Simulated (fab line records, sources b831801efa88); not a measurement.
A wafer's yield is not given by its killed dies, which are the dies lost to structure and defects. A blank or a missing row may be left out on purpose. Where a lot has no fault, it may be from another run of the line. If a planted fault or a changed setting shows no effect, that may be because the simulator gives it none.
What tool caused it? | flow sky130 | 36 wafers from 12 lots sampled at 3 of the route's 708 steps

WHAT THE GAUGES READ, wafer by wafer
SKY_METAL4_CD_MEAS_13: the cd target is 300 nm. Usual: cd_nm reads 299.9 nm (standard deviation 1.4).
lot  | measured     | on        | cd_nm (nm)        | flag
L737 | day 42 03:32 | cd_sem-02 | 299.7 299.8 299.0 |
L740 | day 44 07:55 | cd_sem-02 | 300.0 299.1 299.6 |
L743 | day 44 11:01 | cd_sem-02 | 299.1 299.4 298.4 |
L742 | day 44 14:32 | cd_sem-02 | 299.7 298.5 298.6 |
L745 | day 44 14:52 | cd_sem-02 | 299.1 297.6 298.3 |
L746 | day 44 21:10 | cd_sem-01 | 300.8 299.3 298.2 |
L748 | day 45 13:50 | cd_sem-02 | 300.6 299.9 298.9 |
L750 | day 45 21:31 | cd_sem-02 | 300.9 301.4 301.5 |
L753 | day 47 02:50 | cd_sem-01 | 301.2 300.5 299.4 |
L754 | day 47 03:58 | cd_sem-02 | 301.5 301.4 301.7 |
L755 | day 47 04:35 | cd_sem-02 | 297.6 297.7 296.8 |
L758 | day 47 13:29 | cd_sem-01 | 298.8 299.9 299.1 |

SKY_VIA4_THK_MEAS_20: measures by xrf. Usual: VIA4_W_THK 517 nm, standard deviation 6.2.
lot  | measured     | on            | VIA4_W_THK (nm) | flag
L737 | day 43 04:32 | film_metro-01 | 524 516 513     |
L740 | day 45 08:15 | film_metro-03 | 520 509 522     |
L743 | day 45 11:56 | film_metro-04 | 519 520 518     |
L742 | day 45 15:14 | film_metro-03 | 521 511 515     |
L745 | day 45 15:40 | film_metro-01 | 519 523 521     |
L746 | day 45 20:59 | film_metro-01 | 514 518 512     |
L748 | day 46 13:07 | film_metro-03 | 522 529 526     |
L750 | day 46 19:44 | film_metro-04 | 521 528 521     |
L753 | day 48 01:31 | film_metro-04 | 529 519 531     |
L754 | day 48 02:18 | film_metro-01 | 525 517 518     |
L755 | day 48 04:38 | film_metro-03 | 516 514 510     |
L758 | day 48 11:35 | film_metro-01 | 522 512 512     |

EACH LOT AND THE TOOL THAT RAN IT (in order: tool; ch and the chambers of the sampled wafers; start)
lot  | SKY_VIA4_ETCH_12
L737 | rie_diel-01 ch 0,3, day 43 03:27
L740 | rie_diel-01 ch 0,2,3, day 45 07:14
L743 | rie_diel-03 ch 1,2,3, day 45 10:39
L742 | rie_diel-01 ch 0,1,3, day 45 14:12
L745 | rie_diel-03 ch 1,2, day 45 14:38
L746 | rie_diel-01 ch 1,2,3, day 45 19:57
L748 | rie_diel-01 ch 0,1,3, day 46 12:07
L750 | rie_diel-03 ch 0,2,3, day 46 18:44
L753 | rie_diel-03 ch 0,2,3, day 48 00:16
L754 | rie_diel-01 ch 0,1,2, day 48 01:05
L755 | rie_diel-01 ch 0,1,2, day 48 02:52
L758 | rie_diel-03 ch 2,3, day 48 10:31
- SKY_VIA4_ETCH_12: etches SiO2 in C4F8/O2/Ar, stops on TiN, target depth 580 nm.

WHAT THE TOOLS THEMSELVES READ (means of the sampled wafers that have a number; where no wafer has one, the mark that the record gives instead)
SKY_VIA4_ETCH_12. Usual: oes_product_au 0.926 a.u., standard deviation 0.0046; rf_fwd_power_W 1491 W, standard deviation 4.6.
lot  | tool        | oes_product_au (a.u.) | rf_fwd_power_W (W) | flag
L737 | rie_diel-01 | 0.925                 | 1492               |
L740 | rie_diel-01 | 0.921                 | 1489               |
L743 | rie_diel-03 | 0.927                 | 1490               |
L742 | rie_diel-01 | 0.929                 | 1495               |
L745 | rie_diel-03 | 0.928                 | 1494               |
L746 | rie_diel-01 | 0.927                 | 1489               |
L748 | rie_diel-01 | 0.927                 | 1489               |
L750 | rie_diel-03 | 0.928                 | 1489               |
L753 | rie_diel-03 | 0.924                 | 1487               |
L754 | rie_diel-01 | 0.925                 | 1491               |
L755 | rie_diel-01 | 0.925                 | 1486               |
L758 | rie_diel-03 | 0.928                 | 1489               |

THE ANSWER, worked out from the rows above alone
Rule: a lot is off if the mean of its wafers that have a number lies more than 3 standard deviations from the usual mean. Also off: a lot with no number at a reading for which 4 or more lots have one. Any other lot the step has rows for is counted as sound. Order of review: gauges by route order, followed by the tools' own readings, for which a lot's mean as printed above is used. At the first step where some lot is off, the reading lying furthest off is the one used; lots without a number count as furthest.
No lot is off at any reading shown: from this, nothing can be told.

WHAT THE SIMULATOR PUT IN
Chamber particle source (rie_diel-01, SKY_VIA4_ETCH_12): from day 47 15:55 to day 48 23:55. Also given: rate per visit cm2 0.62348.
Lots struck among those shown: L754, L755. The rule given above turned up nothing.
